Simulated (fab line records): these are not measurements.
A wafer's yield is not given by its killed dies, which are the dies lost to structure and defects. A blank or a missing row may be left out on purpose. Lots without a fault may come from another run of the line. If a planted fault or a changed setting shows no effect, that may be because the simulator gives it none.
Which tool did it?    flow gf180mcu    19 wafers from 7 lots sampled at 2 of the route's 602 steps

== WHAT THE GAUGES READ, wafer by wafer ==
GF_VT_IMPLANT_RS_MEAS_47: a four-point-probe measurement.
lot   measured      on             NWELL_RS (ohm/sq)
L234  day 7 19:55   film_metro-01  489.1 487.9 489.0
L236  day 8 09:16   film_metro-04  487.9 488.8 488.8
L238  day 8 21:10   film_metro-01  490.0 490.2 489.8
L240  day 9 14:52   film_metro-02  487.7 486.7 489.6
L247  day 11 13:18  film_metro-04  484.1
L252  day 13 00:20  film_metro-01  490.7 488.0 489.6
L254  day 13 08:31  film_metro-01  488.0 488.3 488.7

== EACH LOT AND THE TOOL THAT RAN IT (in order: tool; ch and the chambers of the sampled wafers; start) ==
lot   GF_NWELL_IMPLANT_09
L234  implanter-03 ch 0, day 3 13:02
L236  implanter-01 ch 0, day 3 23:09
L238  implanter-01 ch 0, day 4 09:35
L240  implanter-03 ch 0, day 5 00:13
L247  implanter-01 ch 0, day 6 14:05
L252  implanter-03 ch 0, day 7 17:05
L254  implanter-03 ch 0, day 8 01:13
- GF_NWELL_IMPLANT_09

== THE ANSWER, worked out from the rows above alone ==
Rule: the usual values come from the lots themselves. The widest of any qualifying gaps counts: lots, ordered by their means at a reading, are off when they make up no more than a third of the lots, leave a main group of 4 or more, and stand apart from it by 3 or more times the standard deviation of that group's means. A main group is skipped when, at the precision printed for the reading in the tables above, its means are all equal. A lot without any number at a reading at which 4 lots or more have one is off too. The other lots that the step has rows for count as sound.
Off: L247, seen at GF_VT_IMPLANT_RS_MEAS_47 (NWELL_RS). Main group: mean 488.8 ohm/sq, sd 0.68.
A tool fits if, at a process step before that reading, it ran every lot that is off, and no sound lot after the first of them. Gauges at GF_VT_IMPLANT_RS_MEAS_47: tried the same way as those tools. This does not decide it: 2 tools fit, namely implanter-01 at GF_NWELL_IMPLANT_09 and film_metro-04 at GF_VT_IMPLANT_RS_MEAS_47.

== WHAT THE SIMULATOR HAD PUT IN ==
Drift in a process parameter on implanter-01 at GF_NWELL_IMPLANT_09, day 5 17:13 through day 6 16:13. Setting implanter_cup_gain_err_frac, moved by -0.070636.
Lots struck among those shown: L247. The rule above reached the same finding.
